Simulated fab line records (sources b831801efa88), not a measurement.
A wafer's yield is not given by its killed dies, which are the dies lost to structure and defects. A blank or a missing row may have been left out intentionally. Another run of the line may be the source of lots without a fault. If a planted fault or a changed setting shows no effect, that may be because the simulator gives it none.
fab line records | flow sky130
[record] lots = 24 wafers = 72 lastDay = 50
route steps=708 shown SONOS_ONO@182 LOCAL_INTERCONNECT@398 VIA1@478 VIA2@527 VIA3@574
lots that met no fault: taken from a fault-free run of the same line
startH: hours from the record's first day to the start of the lot's first wafer shown | waitH: hours since the lot's step before | " repeats the value in the row above | L1.1+2: one row covering several wafers at once | - value missing, or start not given | * or withheld: withheld | < > ~ a bound
route shown NAME@n: a module of which the file shows steps, and the number in the route of the first | usual: mean/standard deviation taken from wafers without a fault | same: alike in all rows | chamber/n: place in a boat | sites: readings site by site | _std_site: how widely they spread, as a standard deviation | _edge_site: outer sites' mean less inner sites' | radiusMm: how far each site lies from the wafer's centre | mask NAME#n: copy n | behind: the last tool/chamber to shape the wafer | hold: reason for holding the lot/hours on hold/outcome of the hold | device: the n, p or np transistor that did not switch | end of line: the same wafers' tests at the end of the route | a step given without rows: its recipe and nothing more | killed: not the wafer's yield, but the dies lost to structure and defects at the first sort | map: dies across one wafer; x = killed, . = not, _ = none there
set.NAME: the setting as run; set.NAME@STEP: as run at that earlier step | model.NAME: the simulator's own value behind a step, which no gauge read
a sample of lots followed through the steps of the route, with each step as a table and each wafer as a row
services: the hour from which a tool's chamber was out of use, counted from the record's first day as startH (under 0 if before that day), plus the number of hours and why
[[steps]]
[step SKY_SONOS_ONO_OVL_MEAS_14]
[usual] SONOS_ONO_OVL = -0.9/1.4
// columns lot.wafer tool chamber startH waitH SONOS_ONO_OVL[nm]
L074.1 overlay-02 - 274.50 0.1 1.6
L074.2 " - " " -0.5
L074.5 " - " " 1.4
L075.1 overlay-01 - 288.50 0.1 -2.4
L075.3 " - " " -1.8
L075.6 " - " " -2.2
L076.1 overlay-01 - 297.32 0.1 -1.3
L076.3 " - " " -1.1
L076.4 " - " " -0.4
L077.2 overlay-01 - 301.53 0.1 0.2
L077.5 " - " " 0.0
L077.6 " - " " -1.3
L078.2 overlay-02 - 312.93 0.1 -2.3
L078.3 " - " " -2.6
L078.4 " - " " -0.5
L079.1 overlay-01 - 318.35 0.1 -0.6
L079.2 " - " " -1.0
L079.4 " - " " -2.4
L080.3 overlay-01 - 324.36 0.1 -2.3
L080.4 " - " " -2.4
L080.5 " - " " -2.8
L081.2 overlay-02 - 336.33 0.1 -0.8
L081.3 " - " " -1.7
L081.6 " - " " -2.7
L082.2 overlay-02 - 343.55 0.1 -1.6
L082.5 " - " " -1.3
L082.6 " - " " -3.4
L083.3 overlay-02 - 354.54 0.1 -0.5
L083.4 " - " " -0.6
L083.6 " - " " -0.5
L084.1 overlay-01 - 359.30 0.1 -1.3
L084.3 " - " " 0.9
L084.5 " - " " -0.2
L085.1 overlay-02 - 368.47 0.1 1.2
L085.3 " - " " 2.7
L085.6 " - " " 1.9
L086.1 overlay-01 - 373.52 0.1 1.3
L086.2 " - " " -0.7
L086.6 " - " " 1.9
L087.1 overlay-01 - 382.00 0.1 -0.2
L087.2 " - " " -2.7
L087.4 " - " " 0.4
L088.4 overlay-02 - 399.97 0.1 -1.2
L088.5 " - " " -2.1
L088.6 " - " " -1.5
L090.3 overlay-02 - 413.93 0.1 1.7
L090.4 " - " " 0.6
L090.5 " - " " 1.2
L089.1 overlay-02 - 414.22 0.1 -2.7
L089.3 " - " " -2.4
L089.6 " - " " -1.7
L091.3 overlay-01 - 432.44 0.1 -2.4
L091.4 " - " " -1.6
L091.5 " - " " -2.6
L092.1 overlay-02 - 433.32 0.1 -4.3
L092.4 " - " " -2.7
L092.6 " - " " -3.7
L093.1 overlay-02 - 439.52 0.1 -0.9
L093.3 " - " " 1.1
L093.6 " - " " -0.6
L094.2 overlay-01 - 469.83 0.1 -1.5
L094.3 " - " " -1.0
L094.5 " - " " -0.8
L095.2 overlay-01 - 484.13 0.1 -1.2
L095.4 " - " " 1.0
L095.6 " - " " 0.0
L097.2 overlay-01 - 484.65 0.1 -0.8
L097.3 " - " " -0.6
L097.5 " - " " 0.3
L096.1 overlay-02 - 485.55 0.1 1.3
L096.2 " - " " -0.9
L096.6 " - " " 1.6
[step SKY_LOCAL_INTERCONNECT_CD_MEAS_11]
[recipe] targetCdNm = 170
[usual] cdNm = 170.2/1.5
// columns lot.wafer tool chamber startH waitH cdNm
L074.1 cdSem-01 - 699.25 - 168.9
L074.2 " - " " 170.3
L074.5 " - " " 169.7
L075.1 cdSem-02 - 718.46 - 171.5
L075.3 " - " " 169.8
L075.6 " - " " 171.0
L076.1 cdSem-02 - 722.25 - 171.0
L076.3 " - " " 171.6
L076.4 " - " " 172.2
L077.2 cdSem-02 - 727.18 - 173.2
L077.5 " - " " 170.8
L077.6 " - " " 171.4
L078.2 cdSem-02 - 735.95 - 172.3
L078.3 " - " " 170.6
L078.4 " - " " 169.9
L079.1 cdSem-01 - 747.58 - 167.7
L079.2 " - " " 167.3
L079.4 " - " " 167.6
L080.3 cdSem-02 - 752.42 - 168.3
L080.4 " - " " 167.7
L080.5 " - " " 169.0
L081.2 cdSem-02 - 767.87 - 171.8
L081.3 " - " " 171.0
L081.6 " - " " 171.4
L082.2 cdSem-02 - 774.35 - 168.4
L082.5 " - " " 168.3
L082.6 " - " " 168.2
L083.3 cdSem-01 - 786.44 - 173.2
L083.4 " - " " 171.4
L083.6 " - " " 171.9
L084.1 cdSem-01 - 786.75 - 168.2
L084.3 " - " " 168.3
L084.5 " - " " 169.8
L086.1 cdSem-02 - 797.51 - 171.0
L086.2 " - " " 170.6
L086.6 " - " " 171.4
L085.1 cdSem-02 - 800.33 - 171.7
L085.3 " - " " 169.8
L085.6 " - " " 170.3
L087.1 cdSem-01 - 810.53 - 170.5
L087.2 " - " " 172.1
L087.4 " - " " 171.5
L088.4 cdSem-01 - 817.61 - 170.2
L088.5 " - " " 170.8
L088.6 " - " " 169.1
L089.1 cdSem-01 - 831.68 - 172.3
L089.3 " - " " 172.1
L089.6 " - " " 169.9
L090.3 cdSem-01 - 832.89 - 167.0
L090.4 " - " " 167.9
L090.5 " - " " 166.4
L091.3 cdSem-02 - 848.50 - 169.5
L091.4 " - " " 171.7
L091.5 " - " " 170.1
L092.1 cdSem-02 - 849.93 - 169.1
L092.4 " - " " 169.6
L092.6 " - " " 168.4
L093.1 cdSem-01 - 852.10 - 170.2
L093.3 " - " " 170.6
L093.6 " - " " 168.7
L094.2 cdSem-02 - 881.02 - 170.9
L094.3 " - " " 170.5
L094.5 " - " " 170.7
L097.2 cdSem-01 - 891.97 - 171.1
L097.3 " - " " 170.8
L097.5 " - " " 170.9
L096.1 cdSem-01 - 895.73 - 170.2
L096.2 " - " " 169.4
L096.6 " - " " 171.7
L095.2 cdSem-02 - 897.52 - 171.7
L095.4 " - " " 171.8
L095.6 " - " " 171.2
[step SKY_VIA1_SPUTTER_20]
[recipe] material = TiN targetThkNm = 20 chamberPressurePa = 5 powerW = 4000 timeS = 80
[usual] cathodeDcPowerW = 4000.0/0.64 throttleValvePct = 29.6/0.85
// columns lot.wafer tool chamber startH waitH cathodeDcPowerW throttleValvePct
L074.1 pvdSputter-01 - 787.21 0.0 3999.5 29.7
L074.2 " - " " 4000.8 27.2
L074.5 " - " " 3999.3 27.8
L075.1 pvdSputter-02 - 804.50 0.0 3999.4 30.5
L075.3 " - " " 3999.8 29.3
L075.6 " - " " 4000.0 29.3
L076.1 pvdSputter-03 - 807.76 0.0 3999.6 30.9
L076.3 " - " " 4000.0 29.4
L076.4 " - " " 4001.1 29.1
L077.2 pvdSputter-01 - 813.14 0.0 3999.3 29.1
L077.5 " - " " 4000.4 30.1
L077.6 " - " " 4000.7 29.1
L078.2 pvdSputter-03 - 821.36 0.0 3999.9 31.0
L078.3 " - " " 3999.1 29.3
L078.4 " - " " 4000.2 28.8
L079.1 pvdSputter-02 - 833.26 0.0 4000.4 29.2
L079.2 " - " " 3999.0 30.6
L079.4 " - " " 4000.5 29.6
L080.3 pvdSputter-03 - 837.70 0.0 3999.8 29.1
L080.4 " - " " 4000.4 30.9
L080.5 " - " " 4000.7 29.4
L081.2 pvdSputter-02 - 852.89 0.0 4000.2 29.1
L081.3 " - " " 3999.3 30.3
L081.6 " - " " 3999.8 30.7
L082.2 pvdSputter-02 - 858.97 0.0 3999.7 29.3
L082.5 " - " " 4000.3 29.3
L082.6 " - " " 3999.9 30.7
L083.3 pvdSputter-01 - 869.85 0.0 3999.7 27.7
L083.4 " - " " 4000.2 27.5
L083.6 " - " " 4000.1 30.0
L084.1 pvdSputter-01 - 870.87 0.0 4000.0 30.2
L084.3 " - " " 3999.1 29.7
L084.5 " - " " 4000.3 30.2
L086.1 pvdSputter-02 - 881.93 0.0 4000.1 29.1
L086.2 " - " " 4000.0 30.3
L086.6 " - " " 3999.9 30.5
L085.1 pvdSputter-03 - 883.15 0.0 3999.7 29.3
L085.3 " - " " 4000.1 30.9
L085.6 " - " " 4000.2 29.3
L087.1 pvdSputter-03 - 893.38 0.0 3999.9 29.3
L087.2 " - " " 3999.2 29.5
L087.4 " - " " 4000.9 31.2
L088.4 pvdSputter-03 - 899.77 0.0 4000.2 29.1
L088.5 " - " " 4000.8 29.3
L088.6 " - " " 3998.5 30.8
L089.1 pvdSputter-03 - 914.57 0.0 4000.8 29.5
L089.3 " - " " 4000.9 29.0
L089.6 " - " " 4000.3 29.0
L090.3 pvdSputter-01 - 915.67 0.0 4000.8 30.0
L090.4 " - " " 4000.6 29.4
L090.5 " - " " 3999.8 29.7
L091.3 pvdSputter-02 - 930.25 0.0 3999.7 30.4
L091.4 " - " " 3999.2 30.6
L091.5 " - " " 3999.4 29.3
L092.1 pvdSputter-02 - 931.94 0.0 3999.1 29.2
L092.4 " - " " 3998.7 30.5
L092.6 " - " " 4000.8 29.4
L093.1 pvdSputter-02 - 933.25 0.0 4000.8 29.2
L093.3 " - " " 4000.6 30.6
L093.6 " - " " 4000.5 29.5
L094.2 pvdSputter-03 - 961.64 0.0 3998.8 29.4
L094.3 " - " " 3999.7 31.1
L094.5 " - " " 3999.5 29.2
L097.2 pvdSputter-01 - 972.60 0.0 3999.7 29.1
L097.3 " - " " 3999.0 29.6
L097.5 " - " " 3999.9 27.8
L096.1 pvdSputter-03 - 975.24 0.0 3999.6 29.4
L096.2 " - " " 3999.7 30.9
L096.6 " - " " 3999.0 29.3
L095.2 pvdSputter-01 - 978.81 0.0 4000.1 29.7
L095.4 " - " " 4001.3 30.1
L095.6 " - " " 3999.0 30.3
[step SKY_VIA2_SPUTTER_20]
[recipe] material = TiN targetThkNm = 20 chamberPressurePa = 5 powerW = 4000 timeS = 80
[usual] cathodeDcPowerW = 4000.0/0.79 throttleValvePct = 29.8/0.87
// columns lot.wafer tool chamber startH waitH cathodeDcPowerW throttleValvePct
L074.1 pvdSputter-02 - 843.05 0.0 3999.6 29.6
L074.2 " - " " 3999.6 30.4
L074.5 " - " " 3999.2 30.5
L075.1 pvdSputter-04 - 859.20 0.0 4001.5 31.7
L075.3 " - " " 4001.2 29.0
L075.6 " - " " 4001.0 31.4
L076.1 pvdSputter-03 - 862.91 0.0 4000.3 29.2
L076.3 " - " " 3999.8 29.5
L076.4 " - " " 3999.3 31.1
L077.2 pvdSputter-03 - 868.66 0.0 4000.3 30.7
L077.5 " - " " 4001.0 29.0
L077.6 " - " " 4000.1 30.7
L078.2 pvdSputter-02 - 876.38 0.0 4000.1 30.4
L078.3 " - " " 4000.6 29.4
L078.4 " - " " 4000.2 29.7
L079.1 pvdSputter-02 - 888.36 0.0 4000.9 30.5
L079.2 " - " " 4000.4 30.5
L079.4 " - " " 4000.2 29.2
L080.3 pvdSputter-03 - 891.68 0.0 3999.2 31.1
L080.4 " - " " 3999.0 29.4
L080.5 " - " " 3999.4 29.0
L081.2 pvdSputter-04 - 907.54 0.0 3998.4 29.5
L081.3 " - " " 4001.6 29.4
L081.6 " - " " 3999.5 29.6
L082.2 pvdSputter-03 - 913.12 0.0 3999.0 31.1
L082.5 " - " " 3999.5 29.3
L082.6 " - " " 4000.3 29.0
L083.3 pvdSputter-02 - 925.32 0.0 4001.2 30.6
L083.4 " - " " 4001.4 29.2
L083.6 " - " " 3999.3 29.5
L084.1 pvdSputter-03 - 925.56 0.0 4000.1 31.1
L084.3 " - " " 4000.3 29.2
L084.5 " - " " 3998.9 31.2
L086.1 pvdSputter-02 - 936.02 0.0 3999.7 29.1
L086.2 " - " " 3999.2 30.5
L086.6 " - " " 4001.0 30.2
L085.1 pvdSputter-02 - 937.01 0.0 3999.1 29.3
L085.3 " - " " 4001.0 30.4
L085.6 " - " " 4001.2 29.6
L087.1 pvdSputter-02 - 947.66 0.0 3999.9 29.3
L087.2 " - " " 4000.7 30.4
L087.4 " - " " 4000.0 30.2
L088.4 pvdSputter-02 - 953.00 0.0 4001.0 29.2
L088.5 " - " " 3999.9 29.4
L088.6 " - " " 4000.2 30.6
L089.1 pvdSputter-04 - 967.49 0.0 4001.2 28.8
L089.3 " - " " 3998.8 31.6
L089.6 " - " " 4000.6 31.5
L090.3 pvdSputter-04 - 968.45 0.0 4000.2 29.2
L090.4 " - " " 3998.6 31.3
L090.5 " - " " 4000.4 31.2
L091.3 pvdSputter-03 - 981.82 0.0 4000.6 29.1
L091.4 " - " " 3999.5 28.8
L091.5 " - " " 3998.1 31.3
L092.1 pvdSputter-04 - 983.98 0.0 3998.7 31.4
L092.4 " - " " 3999.7 29.5
L092.6 " - " " 4001.0 31.3
L093.1 pvdSputter-04 - 984.91 0.0 4000.3 31.4
L093.3 " - " " 4000.6 29.3
L093.6 " - " " 4000.2 31.3
L094.2 pvdSputter-04 - 1011.76 0.0 4000.8 29.4
L094.3 " - " " 4000.7 29.5
L094.5 " - " " 4000.7 29.3
L097.2 pvdSputter-02 - 1023.07 0.0 3999.9 30.4
L097.3 " - " " 3999.0 29.4
L097.5 " - " " 3998.6 29.4
L096.1 pvdSputter-04 - 1024.81 0.0 4000.6 29.0
L096.2 " - " " 4000.4 28.7
L096.6 " - " " 4000.3 31.5
L095.2 pvdSputter-02 - 1029.47 0.0 3998.1 29.4
L095.4 " - " " 3999.4 29.2
L095.6 " - " " 3999.4 30.6
[step SKY_VIA3_THK_MEAS_01]
[recipe] reads = SiO2_of_VIA3_HDPCVD_00
[usual] VIA3_HDPCVD_THK = 1639/20
// columns lot.wafer tool chamber startH waitH VIA3_HDPCVD_THK[nm]
L074.1 filmMetro-01 - 897.36 0.1 1600
L074.2 " - " " 1616
L074.5 " - " " 1619
L075.1 filmMetro-02 - 913.17 0.1 1625
L075.3 " - " " 1657
L075.6 " - " " 1650
L076.1 filmMetro-04 - 917.19 0.1 1662
L076.3 " - " " 1621
L076.4 " - " " 1672
L077.2 filmMetro-02 - 921.57 0.1 1598
L077.5 " - " " 1656
L077.6 " - " " 1587
L078.2 filmMetro-02 - 929.44 0.2 1672
L078.3 " - " " 1646
L078.4 " - " " 1663
L079.1 filmMetro-01 - 940.80 0.1 1654
L079.2 " - " " 1653
L079.4 " - " " 1629
L080.3 filmMetro-04 - 944.42 0.1 1672
L080.4 " - " " 1670
L080.5 " - " " 1682
L081.2 filmMetro-02 - 960.16 0.1 1649
L081.3 " - " " 1648
L081.6 " - " " 1661
L082.2 filmMetro-02 - 965.06 0.1 1642
L082.5 " - " " 1668
L082.6 " - " " 1664
L083.3 filmMetro-04 - 976.71 0.1 1632
L083.4 " - " " 1644
L083.6 " - " " 1643
L084.1 filmMetro-01 - 977.37 0.1 1635
L084.3 " - " " 1665
L084.5 " - " " 1662
L086.1 filmMetro-02 - 987.26 0.1 1651
L086.2 " - " " 1668
L086.6 " - " " 1656
L085.1 filmMetro-01 - 988.76 0.1 1636
L085.3 " - " " 1642
L085.6 " - " " 1635
L087.1 filmMetro-02 - 998.31 0.1 1623
L087.2 " - " " 1630
L087.4 " - " " 1620
L088.4 filmMetro-04 - 1003.75 0.0 1665
L088.5 " - " " 1663
L088.6 " - " " 1656
L089.1 filmMetro-01 - 1017.48 0.1 1652
L089.3 " - " " 1649
L089.6 " - " " 1633
L090.3 filmMetro-04 - 1017.87 0.1 1607
L090.4 " - " " 1605
L090.5 " - " " 1602
L091.3 filmMetro-04 - 1031.19 0.1 1620
L091.4 " - " " 1625
L091.5 " - " " 1613
L092.1 filmMetro-04 - 1032.81 0.1 1657
L092.4 " - " " 1629
L092.6 " - " " 1631
L093.1 filmMetro-01 - 1033.51 0.1 1676
L093.3 " - " " 1668
L093.6 " - " " 1637
L094.2 filmMetro-02 - 1057.84 0.1 1606
L094.3 " - " " 1634
L094.5 " - " " 1617
L097.2 filmMetro-01 - 1068.63 0.1 1640
L097.3 " - " " 1634
L097.5 " - " " 1634
L096.1 filmMetro-02 - 1071.37 0.1 1629
L096.2 " - " " 1647
L096.6 " - " " 1634
L095.2 filmMetro-02 - 1076.83 0.1 1644
L095.4 " - " " 1642
L095.6 " - " " 1615
[step SKY_VIA3_THK_MEAS_23]
[recipe] thkMeasGauge = xrf reads = W_of_VIA3_CVD_21
[usual] VIA3_W_THK = 398/4.3
// columns lot.wafer tool chamber startH waitH VIA3_W_THK[nm]
L074.1 filmMetro-01 - 924.76 0.1 401
L074.2 " - " " 402
L074.5 " - " " 402
L075.1 filmMetro-01 - 939.17 0.1 394
L075.3 " - " " 393
L075.6 " - " " 395
L076.1 filmMetro-01 - 943.68 0.1 397
L076.3 " - " " 394
L076.4 " - " " 395
L077.2 filmMetro-01 - 949.14 0.1 401
L077.5 " - " " 407
L077.6 " - " " 405
L078.2 filmMetro-04 - 955.41 0.1 403
L078.3 " - " " 402
L078.4 " - " " 400
L079.1 filmMetro-04 - 966.76 0.1 403
L079.2 " - " " 401
L079.4 " - " " 399
L080.3 filmMetro-04 - 970.36 0.1 402
L080.4 " - " " 401
L080.5 " - " " 400
L081.2 filmMetro-04 - 985.94 0.1 402
L081.3 " - " " 396
L081.6 " - " " 396
L082.2 filmMetro-01 - 990.68 0.1 394
L082.5 " - " " 397
L082.6 " - " " 391
L083.3 filmMetro-02 - 1001.74 0.1 388
L083.4 " - " " 395
L083.6 " - " " 402
L084.1 filmMetro-04 - 1002.78 0.1 405
L084.3 " - " " 393
L084.5 " - " " 398
L086.1 filmMetro-02 - 1012.40 0.1 397
L086.2 " - " " 399
L086.6 " - " " 401
L085.1 filmMetro-04 - 1013.05 0.1 400
L085.3 " - " " 395
L085.6 " - " " 396
L087.1 filmMetro-02 - 1023.46 0.1 400
L087.2 " - " " 394
L087.4 " - " " 403
L088.4 filmMetro-04 - 1028.21 0.1 403
L088.5 " - " " 400
L088.6 " - " " 398
L089.1 filmMetro-01 - 1041.83 0.1 396
L089.3 " - " " 394
L089.6 " - " " 390
L090.3 filmMetro-02 - 1041.98 0.1 401
L090.4 " - " " 391
L090.5 " - " " 386
L091.3 filmMetro-02 - 1054.57 0.1 401
L091.4 " - " " 403
L091.5 " - " " 402
L092.1 filmMetro-01 - 1056.47 0.1 397
L092.4 " - " " 396
L092.6 " - " " 397
L093.1 filmMetro-04 - 1057.40 0.1 397
L093.3 " - " " 401
L093.6 " - " " 401
L094.2 filmMetro-01 - 1080.73 0.1 405
L094.3 " - " " 400
L094.5 " - " " 411
L097.2 filmMetro-04 - 1091.59 0.1 397
L097.3 " - " " 400
L097.5 " - " " 401
L096.1 filmMetro-04 - 1094.06 0.1 403
L096.2 " - " " 398
L096.6 " - " " 407
L095.2 filmMetro-02 - 1099.08 0.1 402
L095.4 " - " " 394
L095.6 " - " " 395
[[services]]
// columns tool chamber startH hours kind
pvdSputter-03 - 785.43 3.6 repair
pvdSputter-03 - 787.33 2.6 repair
pvdSputter-03 - 832.78 2.4 repair
pvdSputter-02 - 838.63 0.8 repair
pvdSputter-01 2 860.34 - consumableReplace:kit
pvdSputter-01 2 860.34 18.0 scheduledDown
pvdSputter-01 2 860.34 18.0 ventCycle
pvdSputter-01 - 908.64 2.2 repair
pvdSputter-02 - 927.87 0.9 repair
pvdSputter-04 2 931.12 - consumableReplace:kit
pvdSputter-04 2 931.12 18.0 scheduledDown
pvdSputter-04 2 931.12 18.0 ventCycle
pvdSputter-01 1 994.52 - consumableReplace:kit
pvdSputter-01 1 994.52 18.0 scheduledDown
pvdSputter-01 1 994.52 18.0 ventCycle
pvdSputter-03 1 1003.30 - consumableReplace:kit
pvdSputter-03 1 1003.30 18.0 scheduledDown
pvdSputter-03 1 1003.30 18.0 ventCycle
pvdSputter-03 - 1016.58 0.5 repair
pvdSputter-01 - 1019.03 4.9 repair
[[key]]
fault none
